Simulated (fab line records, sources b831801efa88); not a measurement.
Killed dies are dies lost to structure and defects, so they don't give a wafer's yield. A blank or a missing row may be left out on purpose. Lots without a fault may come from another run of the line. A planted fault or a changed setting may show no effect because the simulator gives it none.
A struck lot beside a sound one | flow sky130 | 45 steps out of a route of 708
Sound: wafers L275.2, L275.3, L275.6. Struck: wafers L271.2, L271.5, L271.6. The cause comes at the end.
At each step with rows: each side's tool, then ch and its chambers, then its first start. Under that, the readings that differ: sound wafers | struck wafers | difference of the means | sigmas: that difference in standard deviations of wafers without a fault.
alike: readings whose means differ by less than 2 such deviations, and words and numbers that are the same on both sides. not compared: withheld readings, readings that some wafer has no value for, bounds like >300 that may hide the same value, and numbers for which the record gives no deviation and whose values overlap.
The two part at a step that has a row with sigmas, a row that says differs or no value, or rows on one side only. Numbers that don't overlap but have no deviation are shown without sigmas and don't part them. A reading that every wafer of one side lacks parts them only if that side has two wafers or more.

first, 5 steps without rows for these wafers: SKY_LDD_P_COAT_02 (resist thk 1140 nm); SKY_LDD_P_SOFTBAKE_03 (time 60 s); SKY_LDD_P_EXPOSE_04 (exposes mask PSDM, target cd 380 nm); SKY_LDD_P_PEB_05; SKY_LDD_P_DEVELOP_06 (develop time 60 s).
SKY_LDD_P_CD_MEAS_07: target cd 380 nm.
  sound on cd_sem-01, day 23 12:49; struck on cd_sem-01, day 21 23:00
  alike: cd_nm
SKY_LDD_P_OVL_MEAS_08:
  sound on overlay-02, day 23 12:55; struck on overlay-02, day 21 23:07
  alike: LDD_P_OVL
then, 1 step without rows for these wafers: SKY_LDD_P_IMPLANT_09.
SKY_LDD_P_STRIP_10: strips in O2/N2.
  sound on plasma_asher-03 ch 0, day 23 13:06; struck on plasma_asher-02 ch 0,1, day 21 23:17
  alike: drypump_motor_current_A, oes_product_au, strip_time_to_endpoint_s
  not compared: rf_hours_counter_h
SKY_LDD_P_TW_MEAS_11:
  sound on film_metro-03, day 23 13:13; struck on film_metro-01, day 21 23:24
  alike: LDD_P_TW
then, 2 steps without rows for these wafers: SKY_LDD_HVN_DEHYDRATE_00 (time 60 s); SKY_LDD_HVN_HMDS_01 (prime time 60 s).
SKY_LDD_HVN_COAT_02: resist thk 300 nm.
  sound on litho_track-02 ch 0, day 24 04:08; struck on litho_track-03, day 22 13:45
  no value came back on the struck wafers for chill_plate_temp_C (C), dispense_pressure_kPa (kPa); on the sound wafers chill_plate_temp_C (C) reads 22.96 23.16 22.85
then, 4 steps without rows for these wafers: SKY_LDD_HVN_SOFTBAKE_03 (time 60 s); SKY_LDD_HVN_EXPOSE_04 (exposes mask HVNTM, target cd 700 nm); SKY_LDD_HVN_PEB_05; SKY_LDD_HVN_DEVELOP_06 (develop time 60 s).
SKY_LDD_HVN_OVL_MEAS_07:
  sound on overlay-01, day 24 18:59; struck on overlay-01, day 23 04:41
  reading          | sound         | struck | difference                    | sigmas
  LDD_HVN_OVL (nm) | 0.0 -0.7 -0.1 | - - -  | no value on the struck wafers |
then, 1 step without rows for these wafers: SKY_LDD_HVN_IMPLANT_08.
SKY_LDD_HVN_STRIP_09: strips in O2/N2.
  sound on plasma_asher-03 ch 0,1, day 24 19:10; struck on plasma_asher-04 ch 0,1, day 23 04:52
  no value came back on the struck wafers for oes_product_au (a.u.), strip_time_to_endpoint_s (s); on the sound wafers oes_product_au (a.u.) reads 0.414 0.407 0.404
  alike: drypump_motor_current_A
  not compared: rf_hours_counter_h
SKY_LDD_HVN_TW_MEAS_10:
  sound on film_metro-03, day 24 19:16; struck on film_metro-02, day 23 04:58
  alike: LDD_HVN_TW
then, 7 steps without rows for these wafers: SKY_LDD_HVP_DEHYDRATE_00 (time 60 s); SKY_LDD_HVP_HMDS_01 (prime time 60 s); SKY_LDD_HVP_COAT_02 (resist thk 300 nm); SKY_LDD_HVP_SOFTBAKE_03 (time 60 s); SKY_LDD_HVP_EXPOSE_04 (exposes mask HVPTM, target cd 700 nm); SKY_LDD_HVP_PEB_05; SKY_LDD_HVP_DEVELOP_06 (develop time 60 s).
SKY_LDD_HVP_OVL_MEAS_07:
  sound on overlay-01, day 26 00:32; struck on overlay-01, day 24 09:55
  alike: LDD_HVP_OVL
then, 1 step without rows for these wafers: SKY_LDD_HVP_IMPLANT_08.
SKY_LDD_HVP_STRIP_09: strips in O2/N2.
  sound on plasma_asher-02 ch 0,1, day 26 00:43; struck on plasma_asher-02 ch 0,1, day 24 10:05
  alike: drypump_motor_current_A, oes_product_au, strip_time_to_endpoint_s
  not compared: rf_hours_counter_h
SKY_LDD_HVP_TW_MEAS_10:
  sound on film_metro-04, day 26 00:49; struck on film_metro-01, day 24 10:12
  reading    | sound       | struck         | difference | sigmas
  LDD_HVP_TW | 459 456 459 | 1432 1428 1430 | +972       | +99 or more
then, 7 steps without rows for these wafers: SKY_LDD_LDN_DEHYDRATE_00 (time 60 s); SKY_LDD_LDN_HMDS_01 (prime time 60 s); SKY_LDD_LDN_COAT_02 (resist thk 1140 nm); SKY_LDD_LDN_SOFTBAKE_03 (time 60 s); SKY_LDD_LDN_EXPOSE_04 (exposes mask LDNTM, target cd 700 nm); SKY_LDD_LDN_PEB_05; SKY_LDD_LDN_DEVELOP_06 (develop time 60 s).
SKY_LDD_LDN_OVL_MEAS_07:
  sound on overlay-01, day 27 05:51; struck on overlay-02, day 25 15:27
  alike: LDD_LDN_OVL
then, 2 steps without rows for these wafers: SKY_LDD_LDN_IMPLANT_08; SKY_LDD_LDN_IMPLANT_09.
SKY_LDD_LDN_TW_MEAS_13:
  sound on film_metro-03, day 27 06:39; struck on film_metro-03, day 25 16:11
  reading    | sound          | struck         | difference | sigmas
  LDD_LDN_TW | 1473 1474 1474 | 1819 1814 1812 | +341       | +26
-- the record jumps here: 3 days lie between the struck wafers' starts before and after (it left off in module LDD_LDN and takes up again in module SD_P, whose first step shown is number 331 of the route) --
SKY_SD_P_TW_MEAS_11:
  sound on film_metro-02, day 29 17:11; struck on film_metro-02, day 28 05:19
  reading | sound          | struck         | difference | sigmas
  SD_P_TW | 2879 2868 2869 | 2980 2959 2967 | +97        | +4
SKY_RES_XHIGH_TW_MEAS_09:
  sound on film_metro-04, day 30 20:41; struck on film_metro-03, day 29 09:47
  reading      | sound          | struck         | difference | sigmas
  RES_XHIGH_TW | 1657 1638 1648 | 1910 1927 1920 | +271       | +21

WHERE THEY PART
First at SKY_LDD_HVN_COAT_02; last, within this record, at SKY_RES_XHIGH_TW_MEAS_09.

WHY: what the simulator had put in
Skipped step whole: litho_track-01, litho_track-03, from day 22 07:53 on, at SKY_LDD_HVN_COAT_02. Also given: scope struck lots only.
